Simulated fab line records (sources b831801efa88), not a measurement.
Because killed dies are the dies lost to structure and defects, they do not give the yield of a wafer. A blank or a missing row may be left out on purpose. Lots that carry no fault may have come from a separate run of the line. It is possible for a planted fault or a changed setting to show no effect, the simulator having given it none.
Which tool is to blame? / flow gf180mcu / 12 lots, 36 wafers sampled, at 4 steps of a route of 602

== WHAT THE GAUGES SHOWED, per wafer ==
GF_POLY_GATE_THK_MEAS_17.
lot=L523; measured=day 9 06:42; on=film metro-03; POLY_GATE_OXIDATION_THK (nm)=3.89 3.87 3.88
lot=L524; measured=day 9 12:20; on=film metro-01; POLY_GATE_OXIDATION_THK (nm)=4.01 3.99 4.10
lot=L532; measured=day 11 22:47; on=film metro-01; POLY_GATE_OXIDATION_THK (nm)=3.97 3.99 4.01
lot=L533; measured=day 12 12:05; on=film metro-03; POLY_GATE_OXIDATION_THK (nm)=3.94 3.99 3.94
lot=L534; measured=day 12 15:31; on=film metro-03; POLY_GATE_OXIDATION_THK (nm)=3.93 3.95 3.93
lot=L535; measured=day 12 19:06; on=film metro-03; POLY_GATE_OXIDATION_THK (nm)=3.96 3.90 3.95
lot=L539; measured=day 13 23:00; on=film metro-01; POLY_GATE_OXIDATION_THK (nm)=3.94 3.92 3.87
lot=L541; measured=day 14 12:37; on=film metro-01; POLY_GATE_OXIDATION_THK (nm)=4.01 3.95 3.99
lot=L542; measured=day 14 23:40; on=film metro-03; POLY_GATE_OXIDATION_THK (nm)=3.98 4.05 4.06
lot=L543; measured=day 15 08:20; on=film metro-04; POLY_GATE_OXIDATION_THK (nm)=4.03 4.00 4.06
lot=L544; measured=day 15 13:59; on=film metro-04; POLY_GATE_OXIDATION_THK (nm)=3.86 3.87 3.90
lot=L545; measured=day 15 22:58; on=film metro-01; POLY_GATE_OXIDATION_THK (nm)=3.78 3.90 3.90

GF_PSD_RS_MEAS_14: a four-point-probe measurement.
lot=L523; measured=day 14 05:31; on=film metro-01; NSD_RS (ohm/sq)=45.96 45.87 46.04
lot=L524; measured=day 14 10:23; on=film metro-02; NSD_RS (ohm/sq)=46.17 46.24 46.12
lot=L532; measured=day 17 09:13; on=film metro-04; NSD_RS (ohm/sq)=46.91 46.80 46.88
lot=L533; measured=day 18 02:34; on=film metro-04; NSD_RS (ohm/sq)=46.96 46.97 47.01
lot=L534; measured=day 18 06:34; on=film metro-04; NSD_RS (ohm/sq)=46.15 46.09 46.13
lot=L535; measured=day 18 11:22; on=film metro-01; NSD_RS (ohm/sq)=46.02 46.02 46.00
lot=L539; measured=day 19 19:02; on=film metro-04; NSD_RS (ohm/sq)=46.04 46.18 46.07
lot=L541; measured=day 20 12:05; on=film metro-02; NSD_RS (ohm/sq)=46.18 46.07 46.14
lot=L542; measured=day 21 01:04; on=film metro-02; NSD_RS (ohm/sq)=46.12 46.10 46.07
lot=L543; measured=day 21 08:56; on=film metro-01; NSD_RS (ohm/sq)=46.05 46.05 45.97
lot=L544; measured=day 21 15:50; on=film metro-01; NSD_RS (ohm/sq)=45.92 46.17 45.90
lot=L545; measured=day 22 02:36; on=film metro-01; NSD_RS (ohm/sq)=46.03 46.03 46.05

== TOOL THAT RAN EACH LOT (tool first, then ch and the chambers of the sampled wafers, then the start) ==
lot=L523; GF_NSD_IMPLANT_09=implanter-02 ch 0, day 13 08:03; GF_NSD_STRIP_11=plasma asher-02 ch 0,1, day 13 08:20
lot=L524; GF_NSD_IMPLANT_09=implanter-01 ch 0, day 13 13:09; GF_NSD_STRIP_11=plasma asher-04 ch 0,1, day 13 13:26
lot=L532; GF_NSD_IMPLANT_09=implanter-02 ch 0, day 16 08:55; GF_NSD_STRIP_11=plasma asher-04 ch 0,1, day 16 09:31
lot=L533; GF_NSD_IMPLANT_09=implanter-02 ch 0, day 17 02:46; GF_NSD_STRIP_11=plasma asher-03 ch 0,1, day 17 03:04
lot=L534; GF_NSD_IMPLANT_09=implanter-01 ch 0, day 17 06:07; GF_NSD_STRIP_11=plasma asher-02 ch 0,1, day 17 06:23
lot=L535; GF_NSD_IMPLANT_09=implanter-01 ch 0, day 17 10:30; GF_NSD_STRIP_11=plasma asher-04 ch 0,1, day 17 10:46
lot=L539; GF_NSD_IMPLANT_09=implanter-03 ch 0, day 18 18:32; GF_NSD_STRIP_11=plasma asher-03 ch 0,1, day 18 18:50
lot=L541; GF_NSD_IMPLANT_09=implanter-03 ch 0, day 19 10:49; GF_NSD_STRIP_11=plasma asher-03 ch 0,1, day 19 11:05
lot=L542; GF_NSD_IMPLANT_09=implanter-02 ch 0, day 19 23:38; GF_NSD_STRIP_11=plasma asher-03 ch 0,1, day 19 23:56
lot=L543; GF_NSD_IMPLANT_09=implanter-02 ch 0, day 20 08:18; GF_NSD_STRIP_11=plasma asher-03 ch 0,1, day 20 08:34
lot=L544; GF_NSD_IMPLANT_09=implanter-02 ch 0, day 20 14:51; GF_NSD_STRIP_11=plasma asher-03 ch 0,1, day 20 15:07
lot=L545; GF_NSD_IMPLANT_09=implanter-01 ch 0, day 21 02:28; GF_NSD_STRIP_11=plasma asher-03 ch 0,1, day 21 02:46
- GF_NSD_IMPLANT_09
- GF_NSD_STRIP_11: strips in O2/N2.

== WHAT THE TOOLS THEMSELVES READ (means of the sampled wafers that have a number; where no wafer has one, the mark that the record gives instead) ==
GF_NSD_IMPLANT_09.
lot=L523; tool=implanter-02; beam energy keV=60.016
lot=L524; tool=implanter-01; beam energy keV=59.989
lot=L532; tool=implanter-02; beam energy keV=57.367
lot=L533; tool=implanter-02; beam energy keV=57.382
lot=L534; tool=implanter-01; beam energy keV=60.007
lot=L535; tool=implanter-01; beam energy keV=59.995
lot=L539; tool=implanter-03; beam energy keV=60.000
lot=L541; tool=implanter-03; beam energy keV=59.999
lot=L542; tool=implanter-02; beam energy keV=59.971
lot=L543; tool=implanter-02; beam energy keV=60.018
lot=L544; tool=implanter-02; beam energy keV=59.988
lot=L545; tool=implanter-01; beam energy keV=60.002

GF_NSD_STRIP_11.
lot=L523; tool=plasma asher-02; drypump motor current A (A)=5.91; heater power w (W)=327; oes product au (a.u.)=0.487; strip time to endpoint s (s)=22.962
lot=L524; tool=plasma asher-04; drypump motor current A (A)=5.63; heater power w (W)=336; oes product au (a.u.)=0.484; strip time to endpoint s (s)=22.954
lot=L532; tool=plasma asher-04; drypump motor current A (A)=5.62; heater power w (W)=337; oes product au (a.u.)=0.495; strip time to endpoint s (s)=22.580
lot=L533; tool=plasma asher-03; drypump motor current A (A)=5.97; heater power w (W)=329; oes product au (a.u.)=0.494; strip time to endpoint s (s)=22.599
lot=L534; tool=plasma asher-02; drypump motor current A (A)=5.92; heater power w (W)=327; oes product au (a.u.)=0.485; strip time to endpoint s (s)=22.930
lot=L535; tool=plasma asher-04; drypump motor current A (A)=5.63; heater power w (W)=337; oes product au (a.u.)=0.487; strip time to endpoint s (s)=22.909
lot=L539; tool=plasma asher-03; drypump motor current A (A)=5.95; heater power w (W)=324; oes product au (a.u.)=0.489; strip time to endpoint s (s)=22.924
lot=L541; tool=plasma asher-03; drypump motor current A (A)=5.97; heater power w (W)=325; oes product au (a.u.)=0.489; strip time to endpoint s (s)=22.966
lot=L542; tool=plasma asher-03; drypump motor current A (A)=6.07; heater power w (W)=337; oes product au (a.u.)=0.485; strip time to endpoint s (s)=22.968
lot=L543; tool=plasma asher-03; drypump motor current A (A)=5.95; heater power w (W)=328; oes product au (a.u.)=0.485; strip time to endpoint s (s)=22.972
lot=L544; tool=plasma asher-03; drypump motor current A (A)=5.95; heater power w (W)=331; oes product au (a.u.)=0.490; strip time to endpoint s (s)=22.966
lot=L545; tool=plasma asher-03; drypump motor current A (A)=5.94; heater power w (W)=329; oes product au (a.u.)=0.489; strip time to endpoint s (s)=22.968

== THE ANSWER, worked out from the rows above alone ==
Rule: the lots themselves supply what counts as usual. The widest of any qualifying gaps counts: lots, ordered by their means at a reading, are off when they make up no more than a third of the lots, leave a main group of 4 or more, and stand apart from it by 3 or more times the standard deviation of that group's means. The tables above print the reading to a certain number of digits; a main group whose means all agree to those digits is not used. A lot without any number at a reading at which 4 lots or more have one is off too. Any other lot the step has rows for is counted as sound. The gauges are gone through in route order, then the tools' own readings, and for those a lot's mean is taken as printed above. At the first step where some lot is off, the reading lying furthest off is the one used; lots without a number count as furthest.
Off: L532, L533, at GF_PSD_RS_MEAS_14 (NSD_RS). The main group: mean 46.06 ohm/sq, standard deviation 0.066.
If a tool, at a process step before that reading, ran all the lots that are off and no sound lot after the first of them, it fits. Not tried: the gauges at GF_PSD_RS_MEAS_14; whatever is off there is also off at GF_NSD_IMPLANT_09, on other tools, and gauge error can't account for it. No candidate that was tried fits.

== WHAT THE SIMULATOR HAD PUT IN ==
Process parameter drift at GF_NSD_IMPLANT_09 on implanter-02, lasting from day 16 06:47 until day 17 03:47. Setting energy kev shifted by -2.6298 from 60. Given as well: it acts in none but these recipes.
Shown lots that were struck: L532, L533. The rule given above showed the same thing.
